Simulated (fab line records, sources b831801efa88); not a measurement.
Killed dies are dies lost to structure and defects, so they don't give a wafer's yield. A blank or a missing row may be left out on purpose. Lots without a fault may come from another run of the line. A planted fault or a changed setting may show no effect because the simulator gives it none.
fab line records | flow sky130
record lots=14 wafers=42 last_day=51
route steps=708 shown FIELD_ISO@18 PWDE@55 NWELL@73
lots that met no fault: from a run of the same line without faults
start_h: hours from the record's first day to the start of the lot's first wafer shown | wait_h: hours since the lot's step before | " the same as in the row above | L1.1+2: a row that stands for several wafers | - no value, or no start given | * or withheld: withheld | < > ~ a bound
route shown NAME@n: a module of which the file shows steps, and the number in the route of the first | usual: mean/standard deviation of fault-free wafers | same: alike in all rows | chamber/n: place in a boat | sites: the reading at each site | _std_site: their standard deviation | _edge_site: outer sites' mean less inner sites' | radius_mm: how far each site lies from the wafer's centre | mask NAME#n: copy n | behind: the tool/chamber that last shaped the wafer | hold: why the lot was held/for how many hours/how that ended | device: the transistor (n, p or np) that didn't switch | end of line: the same wafers' tests at the end of the route | a step without rows: its recipe alone | killed: dies lost to structure and defects at the first sort, not the wafer's yield | map: a wafer's dies, x killed, . not, _ none there
set.NAME: the setting as run; set.NAME@STEP: as run at that earlier step | model.NAME: the simulator's own value behind a step, which no gauge read
steps of the route over a sample of lots; a table a step, a row a wafer
services: from which hour (start_h, from the record's first day; less than 0 if before it) a tool's chamber was out of use, for how many hours, and why
## steps
# step SKY_FIELD_ISO_ETCH_17
# recipe target_depth_a=3420 mask_material=Si3N4 chemistry=HBr/Cl2/O2 target=Si taper_deg=5 icp_w=600 bias_w=150 pressure_mtorr=15 HBr_flow_sccm=150 Cl2_flow_sccm=40 O2_flow_sccm=6 time_s=97.7
# usual drypump_motor_current_A=5.8/0.59 oes_product_au=0.996/0.011 throttle_valve_pct=25.660/0.011
# columns lot.wafer tool chamber start_h wait_h drypump_motor_current_A oes_product_au rf_hours_counter_h throttle_valve_pct
L136.1 rie_si-01 0 31.36 0.1 6.5 1.001 26 25.655
L136.2 " 1 " " 5.9 1.010 77 25.649
L136.3 " 3 " " 6.2 0.990 72 25.656
L140.1 rie_si-01 0 52.78 0.1 6.5 1.012 26 25.640
L140.4 " 1 " " 5.9 1.011 - 25.647
L140.6 " 3 " " 6.2 0.980 - 25.678
L141.1 rie_si-02 0 56.72 0.1 6.4 0.995 91 25.657
L141.2 " 2 " " 4.9 0.999 78 25.651
L141.5 " 2 " " 4.8 0.988 - 25.663
L142.1 rie_si-01 0 61.92 0.1 6.5 0.996 26 25.661
L142.2 " 3 " " 6.2 0.979 72 25.646
L142.3 " 1 " " 5.9 1.011 77 25.649
L144.1 rie_si-01 2 72.33 0.1 5.7 1.008 3 25.640
L144.2 " 0 " " 6.5 1.004 26 25.639
L144.4 " 3 " " 6.2 0.967 72 25.674
L145.1 rie_si-02 2 75.18 0.1 4.9 0.996 79 25.655
L145.4 " 3 " " 5.2 0.984 0 25.663
L145.6 " 0 " " 6.4 1.004 - 25.649
L147.2 rie_si-02 0 86.77 0.1 6.4 1.010 91 25.650
L147.4 " 3 " " 5.2 0.992 0 25.668
L147.5 " 3 " " 5.2 0.987 - 25.658
L148.2 rie_si-01 3 91.23 0.1 6.2 0.981 72 25.681
L148.4 " 0 " " 6.5 1.011 26 25.669
L148.5 " 3 " " 6.1 0.986 - 25.664
L149.4 rie_si-01 3 98.31 0.0 6.2 0.972 73 25.668
L149.5 " 1 " " 5.8 0.996 - 25.655
L149.6 " 2 " " 5.7 1.000 - 25.659
L150.1 rie_si-02 1 101.26 0.1 6.2 0.997 13 25.654
L150.5 " 2 " " 4.9 1.015 - 25.650
L150.6 " 3 " " 5.2 1.001 - 25.664
L152.2 rie_si-01 1 112.53 0.1 5.9 1.009 77 25.659
L152.3 " 2 " " 5.7 0.989 3 25.656
L152.4 " 0 " " 6.5 0.996 26 25.655
L157.1 rie_si-02 3 142.82 0.1 5.2 0.986 1 25.660
L157.2 " 2 " " 4.9 0.984 79 25.659
L157.4 " 0 " " 6.4 1.000 91 25.653
L158.1 rie_si-01 2 147.57 0.1 5.7 1.003 4 25.661
L158.3 " 1 " " 5.8 0.995 77 25.660
L158.4 " 3 " " 6.2 0.972 73 25.679
L159.1 rie_si-02 1 156.22 0.1 6.2 0.978 13 25.668
L159.5 " 1 " " 6.2 0.991 - 25.661
L159.6 " 2 " " 4.9 0.992 - 25.658
# step SKY_PWDE_TW_MEAS_10
# usual PWDE_TW=374.9/1.6
# columns lot.wafer tool chamber start_h wait_h PWDE_TW
L136.1 film_metro-03 - 73.84 0.1 376.1
L136.2 " - " " 373.6
L136.3 " - " " 373.8
L140.1 film_metro-03 - 94.75 0.1 377.8
L140.4 " - " " 376.6
L140.6 " - " " 375.0
L141.1 film_metro-02 - 98.99 0.1 373.0
L141.2 " - " " 373.5
L141.5 " - " " 373.7
L142.1 film_metro-03 - 104.10 0.1 377.1
L142.2 " - " " 377.5
L142.3 " - " " 373.9
L144.1 film_metro-02 - 119.79 0.1 371.0
L144.2 " - " " 371.5
L144.4 " - " " 375.2
L145.1 film_metro-01 - 120.49 0.1 377.8
L145.4 " - " " 374.0
L145.6 " - " " 374.5
L147.2 film_metro-02 - 130.10 0.1 373.7
L147.4 " - " " 372.3
L147.5 " - " " 375.1
L148.2 film_metro-03 - 135.15 0.1 374.5
L148.4 " - " " 376.0
L148.5 " - " " 374.9
L149.4 film_metro-03 - 141.57 0.1 375.7
L149.5 " - " " 375.5
L149.6 " - " " 377.5
L150.1 film_metro-02 - 147.04 0.1 376.3
L150.5 " - " " 377.6
L150.6 " - " " 375.7
L152.2 film_metro-03 - 159.95 0.1 375.1
L152.3 " - " " 374.7
L152.4 " - " " 378.1
L158.1 film_metro-03 - 195.99 0.1 378.6
L158.3 " - " " 376.9
L158.4 " - " " 375.2
L157.1 film_metro-03 - 196.15 0.1 376.6
L157.2 " - " " 375.6
L157.4 " - " " 374.9
L159.1 film_metro-02 - 208.59 0.1 375.0
L159.5 " - " " 374.6
L159.6 " - " " 375.9
# step SKY_NWELL_EXPOSE_20
# recipe mask_id=NWM_COMPLEMENT na=0.6 source_shape=conventional sigma_outer=0.6 polarization=unpolarized target_cd_nm=840 dose_mj=260
# usual exposure_dose_mJ_cm2=260.03/0.24 focus_offset_nm=0.0/0.58 stage_vel_mm_s=500.03/0.26
# columns lot.wafer tool chamber start_h wait_h mask exposure_dose_mJ_cm2 focus_offset_nm stage_vel_mm_s
L136.1 iline_stepper-02 0 100.03 - NWM_COMPLEMENT#0 260.13 0.8 499.70
L136.2 " 0 " " NWM_COMPLEMENT#0 259.97 0.1 500.03
L136.3 " 0 " " NWM_COMPLEMENT#0 259.80 0.1 499.70
L140.1 iline_stepper-01 0 122.28 - NWM_COMPLEMENT#0 259.88 -0.6 500.19
L140.4 " 0 " " NWM_COMPLEMENT#0 260.07 -0.4 500.09
L140.6 " 0 " " NWM_COMPLEMENT#0 259.64 -0.8 499.90
L141.1 iline_stepper-01 0 126.71 - NWM_COMPLEMENT#0 259.89 0.6 500.45
L141.2 " 0 " " NWM_COMPLEMENT#0 260.28 -0.3 500.07
L141.5 " 0 " " NWM_COMPLEMENT#0 260.31 0.4 500.18
L142.1 iline_stepper-02 0 132.37 - NWM_COMPLEMENT#0 259.99 0.5 500.03
L142.2 " 0 " " NWM_COMPLEMENT#0 260.15 0.4 500.18
L142.3 " 0 " " NWM_COMPLEMENT#0 259.93 0.5 500.36
L144.1 iline_stepper-01 0 148.03 - NWM_COMPLEMENT#0 259.81 -0.1 500.01
L144.2 " 0 " " NWM_COMPLEMENT#0 259.61 0.7 500.00
L144.4 " 0 " " NWM_COMPLEMENT#0 260.12 0.4 500.31
L145.1 iline_stepper-02 0 149.28 - NWM_COMPLEMENT#0 260.10 -0.3 499.98
L145.4 " 0 " " NWM_COMPLEMENT#0 260.20 0.0 499.93
L145.6 " 0 " " NWM_COMPLEMENT#0 260.34 0.5 500.00
L147.2 iline_stepper-01 0 159.13 - NWM_COMPLEMENT#0 259.53 -0.3 500.39
L147.4 " 0 " " NWM_COMPLEMENT#0 260.09 -0.2 500.27
L147.5 " 0 " " NWM_COMPLEMENT#0 260.44 -0.7 500.03
L148.2 iline_stepper-01 - 164.13 - NWM_COMPLEMENT#0 - - -
L148.4 " - " " NWM_COMPLEMENT#0 - - -
L148.5 " - " " NWM_COMPLEMENT#0 - - -
L149.4 iline_stepper-01 - 171.01 - NWM_COMPLEMENT#0 - - -
L149.5 " - " " NWM_COMPLEMENT#0 - - -
L149.6 " - " " NWM_COMPLEMENT#0 - - -
L150.1 iline_stepper-01 0 177.76 - NWM_COMPLEMENT#0 260.08 -0.4 500.14
L150.5 " 0 " " NWM_COMPLEMENT#0 259.81 0.0 499.71
L150.6 " 0 " " NWM_COMPLEMENT#0 259.92 0.4 499.76
L152.2 iline_stepper-02 0 191.40 - NWM_COMPLEMENT#0 259.92 -0.2 499.82
L152.3 " 0 " " NWM_COMPLEMENT#0 260.38 -0.1 499.86
L152.4 " 0 " " NWM_COMPLEMENT#0 260.27 0.2 499.82
L158.1 iline_stepper-02 0 229.00 - NWM_COMPLEMENT#0 259.99 -0.2 499.59
L158.3 " 0 " " NWM_COMPLEMENT#0 259.85 0.2 500.02
L158.4 " 0 " " NWM_COMPLEMENT#0 260.09 -1.1 499.90
L157.1 iline_stepper-02 0 229.41 - NWM_COMPLEMENT#0 259.79 1.2 500.61
L157.2 " 0 " " NWM_COMPLEMENT#0 260.02 1.0 499.89
L157.4 " 0 " " NWM_COMPLEMENT#0 260.20 0.9 500.36
L159.1 iline_stepper-02 0 241.53 - NWM_COMPLEMENT#0 260.18 0.0 499.70
L159.5 " 0 " " NWM_COMPLEMENT#0 260.04 0.2 499.57
L159.6 " 0 " " NWM_COMPLEMENT#0 260.01 -0.4 499.44
# step SKY_NWELL_RTA_28
# recipe temp_c=1050 time_s=30 idle_temp_c=650 ramp_up_c_per_s=150 ramp_down_c_per_s=90 ambient=N2
# usual chamber_o2_ppm=2.000/0.022 lamp_power_pct=25.30/0.055 wafer_temp_C_max=1054.8/1
# columns lot.wafer tool chamber start_h wait_h chamber_o2_ppm lamp_power_pct wafer_temp_C_max
L136.1 rtp_anneal-01 0 109.61 0.0 2.013 25.30 1055.1
L136.2 " 0 " " 1.997 25.32 1054.8
L136.3 " 0 " " 2.008 25.34 1053.9
L140.1 rtp_anneal-01 0 131.64 0.0 2.025 25.20 1055.2
L140.4 " 0 " " 2.012 25.37 1055.7
L140.6 " 0 " " 2.010 25.22 1053.4
L141.1 rtp_anneal-01 0 136.21 0.0 2.011 25.29 1054.9
L141.2 " 0 " " 1.994 25.25 1055.2
L141.5 " 0 " " 2.013 25.28 1053.9
L142.1 rtp_anneal-02 0 141.51 0.0 1.947 25.31 1055.3
L142.2 " 0 " " 2.014 25.29 1056.1
L142.3 " 0 " " 1.945 25.20 1054.6
L144.1 rtp_anneal-01 0 158.30 0.0 1.979 25.37 1054.4
L144.2 " 0 " " 2.016 25.32 1053.7
L144.4 " 0 " " 1.997 25.32 1055.0
L145.1 rtp_anneal-02 0 159.25 0.0 1.983 25.27 1054.1
L145.4 " 0 " " 2.048 25.18 1053.1
L145.6 " 0 " " 1.987 25.31 1054.6
L147.2 rtp_anneal-01 0 168.96 0.0 2.001 25.19 1052.8
L147.4 " 0 " " 1.991 25.29 1054.5
L147.5 " 0 " " 2.024 25.27 1056.1
L148.2 rtp_anneal-02 0 174.37 0.0 2.015 25.29 1054.2
L148.4 " 0 " " 2.038 25.19 1054.0
L148.5 " 0 " " 1.978 25.26 1055.9
L149.4 rtp_anneal-02 0 181.05 0.1 2.030 25.25 1057.2
L149.5 " 0 " " 2.001 25.25 1058.1
L149.6 " 0 " " 2.018 25.33 1056.0
L150.1 rtp_anneal-02 0 188.20 0.0 1.980 25.32 1054.6
L150.5 " 0 " " 1.972 25.36 1054.5
L150.6 " 0 " " 1.979 25.33 1054.1
L152.2 rtp_anneal-01 0 202.67 0.0 1.997 25.34 1054.0
L152.3 " 0 " " 2.010 25.26 1056.5
L152.4 " 0 " " 1.978 25.49 1052.2
L158.1 rtp_anneal-02 0 240.56 0.0 1.996 25.42 1055.1
L158.3 " 0 " " 2.004 25.33 1053.4
L158.4 " 0 " " 2.012 25.24 1056.8
L157.1 rtp_anneal-01 0 241.04 0.0 1.989 25.34 1054.2
L157.2 " 0 " " 1.994 25.31 1055.2
L157.4 " 0 " " 2.023 25.28 1053.8
L159.1 rtp_anneal-01 0 253.34 0.0 2.022 25.33 1054.3
L159.5 " 0 " " 2.031 25.31 1054.1
L159.6 " 0 " " 2.003 25.26 1053.8
## services
# columns tool chamber start_h hours kind
rie_si-01 2 22.15 4.5 repair
iline_stepper-02 - 26.62 8.9 pm
rie_si-02 3 36.42 - clean
rie_si-02 3 36.42 20.4 scheduled_down
rie_si-02 3 36.42 20.4 vent_cycle
rie_si-01 2 47.27 9.2 repair
iline_stepper-02 - 87.75 1.7 pm
rie_si-02 - 87.90 0.3 repair
iline_stepper-02 0 96.39 - calibration
iline_stepper-01 0 113.86 - calibration
rie_si-01 0 150.58 1.7 repair
rie_si-02 1 181.18 3.0 repair
rtp_anneal-01 - 195.73 4.4 pm
iline_stepper-01 - 201.15 1.7 pm
rie_si-01 1 206.12 25.6 repair
rie_si-02 0 248.55 2.1 repair
## key
first_sign step=SKY_NWELL_EXPOSE_20 reading=tool_record direction=missing
effect none on later readings
met_at SKY_NWELL_EXPOSE_20
struck_lots L148,L149
sort_left_out L148.2,L148.4,L148.5,L149.4,L149.5,L149.6
tester_left_out L148,L149
not_acting_at SKY_FIELD_ISO_ETCH_17,SKY_PWDE_TW_MEAS_10,SKY_NWELL_RTA_28
onset_between 159.13 164.13
fault kind=skipped_step_whole tool=iline_stepper-01 chamber=- onset_h=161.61 steps=SKY_NWELL_EXPOSE_20 scope=struck_lots_only
# tester_left_out: of these lots the tester's yield and bins aren't shown, on N5 and GAA mostly nor the transistor test; their killed dies are dies lost to structure and defects alone, not to doping, threshold or leakage, so they don't give the yield
# sort_left_out: the simulated sort isn't trusted on such a fault, so these wafers' sort isn't shown, and their yield isn't known
